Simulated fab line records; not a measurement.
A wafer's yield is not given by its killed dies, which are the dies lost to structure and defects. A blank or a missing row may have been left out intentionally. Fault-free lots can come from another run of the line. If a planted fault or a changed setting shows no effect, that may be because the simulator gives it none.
A struck lot beside a sound one | flow gf180mcu | 14 steps out of a route of 602
Sound: these wafers, L182.1, L182.4, L182.5. Wafers struck: L193.1, L193.2, L193.3. The cause comes at the end.
Each step with rows lists, per side, the tool, then ch with its chambers, then its first start. Under that, the readings that differ: sound wafers | struck wafers | difference of the means | sigmas: that difference in standard deviations of wafers without a fault.
alike: a reading whose means differ by less than 2 such deviations, as well as words and numbers matching on both sides. not compared: withheld readings; readings where some wafer has no value; bounds like >300 that might hide an equal value; numbers whose values overlap and for which the record gives no deviation.
A row with sigmas, a row that says differs or no value, or rows on one side alone: a step with any of these is where the two part. Non-overlapping numbers with no deviation appear without sigmas and do not part them. A reading missing from all wafers of one side parts the sides only when that side holds two or more wafers.

GF_CONTACT_THK_MEAS_01:
  sound: film_metro-01 at day 18 10:09; struck: film_metro-03 at day 22 11:02
  alike: CONTACT_CVD_00_THK
GF_CONTACT_CVD_02: deposits SiO2 from TEOS, target thk 860 nm, time 95.992 s.
  sound on pecvd-01 ch 0,1, day 18 10:13; struck on pecvd-04 ch 0,1,2, day 22 11:06
  alike: heater_power_w
GF_CONTACT_THK_MEAS_03:
  sound: film_metro-03 at day 18 10:17; struck: film_metro-04 at day 22 11:10
  reading                 | sound       | struck      | difference | sigmas
  CONTACT_CVD_02_THK (nm) | 870 881 884 | 852 838 838 | -36        | -3
GF_CONTACT_CMP_04: polishes SiO2.
  sound on cmp-02 ch 0,1,2, day 18 10:26; struck on cmp-01 ch 0,1,3, day 22 11:14
  reading                | sound       | struck     | difference | sigmas
  time_to_endpoint_s (s) | 113 120 123 | 106 99 104 | -16        | -3
  alike: head_pressure_psi, motor_current_A
GF_CONTACT_BOW_MEAS_05:
  sound: film_metro-03 at day 18 10:38; struck: film_metro-04 at day 22 11:32
  alike: CONTACT_BOW
then, 7 steps without rows for these wafers: GF_CONTACT_DEHYDRATE_06 (time 60 s); GF_CONTACT_HMDS_07 (prime time 60 s); GF_CONTACT_COAT_08; GF_CONTACT_COAT_09 (resist thk 1000 nm); GF_CONTACT_SOFTBAKE_10 (time 60 s); GF_CONTACT_EXPOSE_11 (exposes mask Contact, target cd 220 nm); GF_CONTACT_PEB_12 (peb time 90 s).
GF_CONTACT_DEVELOP_13: develop time 60 s.
  sound on litho_track-01 ch 0, day 19 10:52; struck on litho_track-02, day 23 11:05
  no value came back on the struck wafers for chill_plate_temp_C (C), develop_time_s (s); on the sound wafers chill_plate_temp_C (C) reads 23.03 23.08 22.97
  reading                                  | sound             | struck         | difference | sigmas
  model.KrF_of_CONTACT_COAT_09.thk_nm (nm) | 984.1 983.4 984.2 | 1000 1004 1001 | +18        |
GF_CONTACT_CD_MEAS_14: the cd target is 220 nm.
  sound: cd_sem-01 at day 19 14:11; struck: cd_sem-02 at day 23 11:14
  reading    | sound             | struck | difference                    | sigmas
  cd_nm (nm) | 219.3 220.0 218.1 | - - -  | no value on the struck wafers |

## WHERE THEY PART
Earliest at GF_CONTACT_THK_MEAS_03; latest, in this record, at GF_CONTACT_CD_MEAS_14.

WHY: the cause the simulator had injected
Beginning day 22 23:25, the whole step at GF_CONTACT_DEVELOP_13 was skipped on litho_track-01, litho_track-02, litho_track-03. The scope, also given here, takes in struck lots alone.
